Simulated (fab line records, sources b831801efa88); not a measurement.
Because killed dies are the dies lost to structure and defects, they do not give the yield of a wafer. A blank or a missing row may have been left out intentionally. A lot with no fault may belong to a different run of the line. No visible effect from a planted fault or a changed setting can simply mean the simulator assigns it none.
Code-filled problem report in 8D (eight disciplines) form | flow sky130 | the parts of the form that need people (team, actions taken, sign-off) are left out

## 1. THE ISSUE
strip_time_to_endpoint_s at SKY_NWELL_STRIP_14 reads a mean of 16.20 s on 9 wafers of 3 lots; wafers without a fault read 36.90 s with a standard deviation of 0.11. So: -99 or more standard deviations from the usual mean.
The step: strips in O2/N2.
First observed at day 7 16:35: wafer L187.2, on plasma_asher-01. At this step, 36 wafers from 12 lots have a number in the record. Rule for "out" (also "out of limits"): further than 4 standard deviations from the usual mean. The other wafers with a number count as sound.

## 2. WHAT IT IS, WHAT IT ISN'T
question                    | is                       | is not
which readings at this step | strip_time_to_endpoint_s | drypump_motor_current_A
which lots                  | L187, L189, L191         | L174, L175, L176, L177, L178, L181, L182, L184, L196
which wafers of those lots  | all that have a number   | -
read on which tools         | plasma_asher-01          | plasma_asher-03, plasma_asher-04
when                        | from day 7 16:35         | up to then (24 sound wafers); but 3 sound wafers of L196 came after

## 3. SUSPECTS, AND WHAT RULES EACH OUT
Counting: a tool at a process step up to the reading stays a suspect if it ran every lot that is out and no sound lot after the first of them.
- litho_track-03 at SKY_NWELL_COAT_05 (resist thk 3000 nm): kept. All lots that are out passed through it, beginning with L187 at day 7 05:23, and no sound lot followed; its final sound lot before that point was L177 at day 5 04:25.
- plasma_asher-01 at SKY_NWELL_STRIP_14 (strips in O2/N2): kept. All lots that are out passed through it, beginning with L187 at day 7 16:35, and no sound lot followed; its final sound lot before that point was L184 at day 7 00:35. Out on those wafers are its own readings of strip_time_to_endpoint_s.
What counting leaves: litho_track-03 at SKY_NWELL_COAT_05 and plasma_asher-01 at SKY_NWELL_STRIP_14.

## 4. THE CAUSE (what the simulator had put in)
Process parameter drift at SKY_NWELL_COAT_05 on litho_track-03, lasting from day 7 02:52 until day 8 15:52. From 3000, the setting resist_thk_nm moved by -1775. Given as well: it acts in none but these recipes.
Counting leaves 2 suspects; this tool is one of them.

## 5. THE CHAIN OF EFFECTS, in route order
One row per reading whose mean, taken over the struck wafers that have a number, lies over 3 standard deviations from the usual. Readings are gone through only where the record gives a usual standard deviation; hours: the median, over the lots, of the time from a lot's start at the first step in this table giving one to that lot's start at this step; sigmas: the change measured in usual standard deviations.
hours | step               | reading                  | usual   | on struck wafers | change | sigmas
0     | SKY_NWELL_STRIP_14 | strip_time_to_endpoint_s | 36.90 s | 16.20            | -20.70 | -99 or more
Process steps it contains:
- SKY_NWELL_STRIP_14: strips in O2/N2.
Later steps that measure or inspect, where all struck wafers having a row at the step show a number for every such reading and not one has moved that far: SKY_VT_ADJUST_LVTN_OVL_MEAS_18.

## 6. HOW IT WOULD HAVE BEEN CAUGHT EARLIER
14 hours passed between the start of the fault at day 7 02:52 and the first reading out of limits in this record, taken at day 7 16:35.
L189, L191, from the lots that are out (3), started SKY_NWELL_COAT_05 on litho_track-03 later than day 7 16:35. A hold on the tool at that time would have spared those 2.
